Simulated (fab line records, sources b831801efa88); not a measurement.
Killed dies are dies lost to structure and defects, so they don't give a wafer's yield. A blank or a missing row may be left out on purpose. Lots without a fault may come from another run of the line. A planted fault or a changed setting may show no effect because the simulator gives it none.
One fault seen from 2 desks | flow gf180mcu | each desk has only its own numbers; what lay behind them comes last

THE METROLOGY DESK
What the gauges read, lot by lot, whatever tool the lot ran on: means of the sampled wafers that have a number. A lot is out of limits, marked OUT, if its mean lies more than 4 standard deviations from the usual mean; the brackets give that distance.
Columns: A = cd_nm at GF_POLY_GATE_CD_MEAS_18, usual 280.0 nm; B = SAB_CVD_00_THK at GF_SAB_THK_MEAS_01, usual 50.2 nm
lot  | first seen here | A     | B
L766 | day 9 07:44     | 281.0 | 51.4
L767 | day 9 12:07     | 278.2 | 50.2
L768 | day 9 21:43     | 281.2 | 50.3
L770 | day 10 10:54    | 279.9 | 51.7
L771 | day 10 19:21    | 278.8 | 51.4
L773 | day 11 10:42    | 281.7 | 49.7
L775 | day 12 03:49    | 280.3 | 51.6
L776 | day 12 07:20    | 280.0 | 49.3
L777 | day 12 21:57    | 282.8 | 49.5
L778 | day 13 04:35    | 281.8 | 48.7
L783 | day 14 10:31    | 278.2 | 49.1
L786 | day 15 10:46    | 278.5 | 49.6
L787 | day 15 16:49    | 277.1 | 49.9
L789 | day 16 08:29    | 280.7 | 50.1
This desk's finding: nothing out of limits on any of the 14 lots.

THE TOOL OWNER'S DESK: implanter-01
The tool's own readings at GF_VT_IMPLANT_IMPLANT_30: means of the sampled wafers that have a number, for each lot that ran on this tool. A lot is out of limits, marked OUT, if its mean lies more than 4 standard deviations from the usual mean; the brackets give that distance.
Columns: A = beam_on_s at GF_VT_IMPLANT_IMPLANT_30, usual 9.99 s; B = faraday_current_uA at GF_VT_IMPLANT_IMPLANT_30, usual 14.31; C = tilt_deg at GF_VT_IMPLANT_IMPLANT_30, usual 7.005 degrees
lot  | first seen here | A     | B     | C
L766 | day 6 20:09     | 10.01 | 14.29 | 7.000
L770 | day 7 21:00     | 9.99  | 14.32 | 7.006
L773 | day 8 20:30     | 10.08 | 14.19 | 6.990
L775 | day 9 08:56     | 10.06 | 14.22 | 6.675 (-17) OUT
L776 | day 9 14:59     | 9.79  | 14.55 | 6.665 (-17) OUT
L789 | day 13 06:24    | 10.09 | 14.18 | 7.002
This desk's finding: out of limits on L775, L776; first on L775, day 9 08:56 (tilt_deg at GF_VT_IMPLANT_IMPLANT_30). In limits: L766, L770, L773, L789.

PUT TOGETHER
The tool owner's desk could have raised an alarm at day 9 08:56, on L775, L776.
The metrology desk saw nothing out of limits.
The metrology desk has L775, L776 on record, within its limits.
Of the lots named, all ran GF_VT_IMPLANT_IMPLANT_30 on implanter-01.

WHAT THE SIMULATOR HAD PUT IN
Process parameter drift: implanter-01, from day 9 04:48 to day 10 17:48, at GF_VT_IMPLANT_IMPLANT_30. Setting tilt_deg, moved by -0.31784, from 7. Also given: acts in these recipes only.
Lots struck among those shown: L775, L776.
Hours from the fault's start to each desk's first reading out of limits: the tool owner's desk, 4.
